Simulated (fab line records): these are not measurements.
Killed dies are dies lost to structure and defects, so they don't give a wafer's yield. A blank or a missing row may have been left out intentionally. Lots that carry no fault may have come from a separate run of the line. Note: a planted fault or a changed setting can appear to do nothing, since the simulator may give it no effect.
Chamber matching | flow sky130 | cmp-02 running SKY_CONTACT_CMP_27: 4 sister chambers
The step polishes, stops on SiO2, t overpolish 15 s, target thk 0 nm. 4 wafers are shown with their chamber, then 8 later ones without.

WAFERS WITH THEIR CHAMBER
wafer  | chamber | motor_current_A (A)
L871.2 | 1       | 12.9
L871.3 | 3       | 10.4
L871.4 | 2       | 10.2
L877.1 | 0       | 12.7

WAFERS WITH NO CHAMBER GIVEN
wafer  | motor_current_A (A)
L877.3 | 12.5
L877.6 | 10.5
L878.2 | 9.8
L878.5 | 10.1
L878.6 | 11.7
L879.4 | 11.2
L879.5 | 12.1
L879.6 | 12.3

WHICH CHAMBER EACH WENT THROUGH
wafer  | from the rows above               | in truth
L877.3 | can't be placed: 0 or 1           | 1
L877.6 | can't be placed: 3 or 2           | 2
L878.2 | can't be placed: 2 or 3           | 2
L878.5 | can't be placed: 2 or 3           | 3
L878.6 | can't be placed: 0 or 1 or 3 or 2 | 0
L879.4 | can't be placed: 3 or 2 or 0 or 1 | 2
L879.5 | can't be placed: 0 or 1           | 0
L879.6 | can't be placed: 0 or 1           | 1
Correctly placed: 0 of 8. Can't be placed from these rows: 8 (the true chamber is among the candidates in 8). Number placed wrongly: 0.
How it was worked out, from the rows above alone: a wafer's distance from a chamber is the root of the sum, over the readings, of the square of ((its reading less the chamber's mean) divided by the reading's scatter). If the next closest chamber is less than 2 further off than the closest, the wafer can't be placed; otherwise it belongs to the closest. Each chamber's mean is taken over the wafers shown for it. The scatter: with one shown wafer a chamber, the root of the mean of the squares of how far each hidden wafer lies from its nearest shown one.
